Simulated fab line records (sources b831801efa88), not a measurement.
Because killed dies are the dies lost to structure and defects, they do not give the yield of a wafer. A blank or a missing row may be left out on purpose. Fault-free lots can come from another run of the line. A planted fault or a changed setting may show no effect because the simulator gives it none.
fab line records | flow sky130
record lots=6 wafers=18 lastDay=50
route steps=708 shown RES_XHIGH@336 SD_N@342
lots untouched by any fault: they come from a run of this same line in which no faults occurred
startH: start of the lot's first displayed wafer, in hours after the record's first day | waitH: how many hours have passed since the lot's step before this one | " identical to the entry in the row above | L1.1+2: one row covering several wafers at once | - either no value or no given start | * or withheld: withheld | < > ~ a bound
route shown NAME@n: NAME is a module with steps in the file, n the number in the route of the first one | usual: the fault-free wafers' mean and standard deviation | same: alike in all rows | chamber/n: place in a boat | sites: per-site readings | _std_site: how widely they spread, as a standard deviation | _edge_site: inner sites' mean taken away from outer sites' mean | radiusMm: how far each site lies from the wafer's centre | mask NAME#n: copy n | behind: tool/chamber where the wafer was last shaped | hold: the reason the lot was held/the length of the hold in hours/how it ended | device: which transistor (n, p or np) failed to switch | end of line: the route-end tests of the same wafers | for a step that has no rows: nothing shown but its recipe | killed: not the wafer's yield, but the dies lost to structure and defects at the first sort | map: a wafer's dies, x killed, . not, _ none there
set.NAME: the setting as run; set.NAME@STEP: as run at that earlier step | model.NAME: the simulator's own value behind a step, which no gauge read
a table for each step, a row for each wafer; lots at some steps of the route
services: a tool's chamber out of use, with start hour (startH, from the record's first day; less than 0 if before it), hours out, and reason
## steps
# step SKY_RES_XHIGH_EXPOSE_04
# recipe maskId=URPM na=0.6 sourceShape=conventional sigmaOuter=0.6 polarization=unpolarized targetCdNm=1270 doseMj=140
# step SKY_RES_XHIGH_PEB_05
# recipe tempC=withheld timeS=* resist=NOVOLAK
# step SKY_RES_XHIGH_DEVELOP_06
# recipe resist=NOVOLAK developer=TMAH developTimeS=60 devTempC=23
# step SKY_RES_XHIGH_IMPLANT_07
# recipe species=BF2 energyKev=20 doseCm2=3.6e+14 tiltDeg=0
# step SKY_RES_XHIGH_STRIP_08
# recipe chemistry=O2/N2 powerW=1400 pressureMtorr=1500 platenTempC=withheld o2FlowSccm=3000 n2FlowSccm=300 overashFraction=0.5
# usual drypumpMotorCurrentA=5.6/0.44 oesProductAu=0.711/0.005 stripTimeToEndpointS=14.24/0.044
# columns lot.wafer tool chamber startH waitH drypumpMotorCurrentA oesProductAu rfHoursCounterH stripTimeToEndpointS
L158.4 plasmaAsher-03 1 647.73 0.1 5.1 0.705 - 14.28
L158.5 " 0 " " 6.1 0.709 - 14.31
L158.6 " 1 " " 5.1 0.719 - 14.29
L159.2 plasmaAsher-03 1 655.27 0.1 5.1 0.708 51 14.18
L159.4 " 1 " " 5.1 0.718 - 14.19
L159.5 " 0 " " 6.1 0.714 - 14.19
L168.1 plasmaAsher-02 0 725.15 0.1 5.7 0.710 104 14.35
L168.2 " 1 " " 5.8 0.706 104 14.32
L168.3 " 0 " " 5.7 0.711 - 14.28
L169.2 plasmaAsher-01 1 730.77 0.1 5.0 0.724 29 14.28
L169.3 " 0 " " 5.7 0.711 - 14.27
L169.4 " 1 " " 4.9 0.713 - 14.21
L177.2 plasmaAsher-02 1 794.35 0.1 5.8 0.708 5 14.21
L177.4 " 0 " " 5.7 0.716 - 14.23
L177.6 " 1 " " 5.8 0.716 - 14.18
L175.2 plasmaAsher-03 1 797.40 0.1 5.1 0.706 65 14.31
L175.3 " 0 " " 6.1 0.710 - 14.29
L175.6 " 1 " " 5.1 0.719 - 14.28
# step SKY_RES_XHIGH_TW_MEAS_09
# usual RES_XHIGH_TW=1634/10
# columns lot.wafer tool chamber startH waitH RES_XHIGH_TW
L158.4 filmMetro-03 - 647.83 0.1 1637
L158.5 " - " " 1639
L158.6 " - " " 1640
L159.2 filmMetro-01 - 655.38 0.1 1619
L159.4 " - " " 1613
L159.5 " - " " 1622
L168.1 filmMetro-02 - 725.25 0.1 1642
L168.2 " - " " 1649
L168.3 " - " " 1644
L169.2 filmMetro-02 - 730.88 0.1 1642
L169.3 " - " " 1635
L169.4 " - " " 1641
L177.2 filmMetro-03 - 794.46 0.1 1644
L177.4 " - " " 1646
L177.6 " - " " 1651
L175.2 filmMetro-01 - 797.51 0.1 1617
L175.3 " - " " 1616
L175.6 " - " " 1627
# step SKY_SD_N_DEHYDRATE_00
# recipe tempC=200 timeS=60
# step SKY_SD_N_HMDS_01
# recipe primeTimeS=60 primeTempC=120
# step SKY_SD_N_COAT_02
# recipe resist=NOVOLAK spinRpm=3000 resistThkNm=1140
# step SKY_SD_N_SOFTBAKE_03
# recipe tempC=90 timeS=60 resist=NOVOLAK
# step SKY_SD_N_EXPOSE_04
# recipe maskId=NSDM na=0.6 sourceShape=conventional sigmaOuter=0.6 polarization=unpolarized targetCdNm=380 doseMj=141
# step SKY_SD_N_PEB_05
# recipe tempC=withheld timeS=* resist=NOVOLAK
# step SKY_SD_N_DEVELOP_06
# recipe resist=NOVOLAK developer=TMAH developTimeS=60 devTempC=23
# usual developerTempC=23.01/0.12
# columns lot.wafer tool chamber startH waitH developerTempC
L158.4 lithoTrack-04 0 675.59 0.1 24.17
L158.5 " 0 " " 23.94
L158.6 " 0 " " 24.14
L159.2 lithoTrack-04 0 683.84 0.1 23.92
L159.4 " 0 " " 23.94
L159.5 " 0 " " 23.95
L168.1 lithoTrack-04 0 752.46 0.1 22.95
L168.2 " 0 " " 23.00
L168.3 " 0 " " 22.89
L169.2 lithoTrack-04 0 757.29 0.1 23.12
L169.3 " 0 " " 23.31
L169.4 " 0 " " 23.15
L177.2 lithoTrack-02 0 819.94 0.1 23.15
L177.4 " 0 " " 23.12
L177.6 " 0 " " 22.98
L175.2 lithoTrack-02 0 823.44 0.1 23.15
L175.3 " 0 " " 23.06
L175.6 " 0 " " 23.11
# step SKY_SD_N_CD_MEAS_07
# recipe targetCdNm=380
# usual cdNm=380.3/2.7
# columns lot.wafer tool chamber startH waitH cdNm
L158.4 cdSem-02 - 675.72 0.1 382.3
L158.5 " - " " 383.4
L158.6 " - " " 381.4
L159.2 cdSem-01 - 683.98 0.1 379.3
L159.4 " - " " 380.3
L159.5 " - " " 379.7
L168.1 cdSem-01 - 752.61 0.1 379.7
L168.2 " - " " 381.5
L168.3 " - " " 378.7
L169.2 cdSem-02 - 757.43 0.1 378.8
L169.3 " - " " 379.8
L169.4 " - " " 379.5
L177.2 cdSem-01 - 820.08 0.1 387.2
L177.4 " - " " 384.7
L177.6 " - " " 386.2
L175.2 cdSem-01 - 823.58 0.1 382.5
L175.3 " - " " 384.3
L175.6 " - " " 381.9
## services
# columns tool chamber startH hours kind
plasmaAsher-02 - 691.70 0.6 repair
lithoTrack-04 - 709.09 - consumableReplace:filter
plasmaAsher-02 - 733.75 9.0 pm
plasmaAsher-02 0 733.75 9.0 ventCycle
plasmaAsher-02 1 733.75 9.0 ventCycle
plasmaAsher-02 0 742.75 - clean
plasmaAsher-02 1 742.75 - clean
plasmaAsher-01 - 760.57 2.8 pm
plasmaAsher-03 - 766.22 1.0 repair
plasmaAsher-01 - 788.99 1.2 repair
lithoTrack-02 - 793.71 - consumableReplace:filter
plasmaAsher-03 - 816.28 0.7 repair
plasmaAsher-01 - 819.43 2.3 repair
## key
firstSign step=SKY_SD_N_DEVELOP_06 reading=developerTempC direction=up sigmas=8.6 usual=* struck=*
effect none on later readings
metAt SKY_SD_N_DEVELOP_06
struckWafers L158.4,L158.5,L158.6,L159.2,L159.4,L159.5
sortLeftOut L158.4,L158.5,L158.6
testerLeftOut L158,L159
fault kind=processParameterDrift tool=lithoTrack-04 chamber=- onsetH=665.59 steps=SKY_SD_N_DEVELOP_06 channel=devTempC offset=* shape=step endH=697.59 actsIn=* stated=*
# testerLeftOut: of these lots the tester's yield and bins aren't shown, on N5 and GAA mostly nor the transistor test; their killed dies are dies lost to structure and defects alone, not to doping, threshold or leakage, so they don't give the yield
# sortLeftOut: the simulated sort isn't trusted on such a fault, so these wafers' sort isn't shown, and their yield isn't known
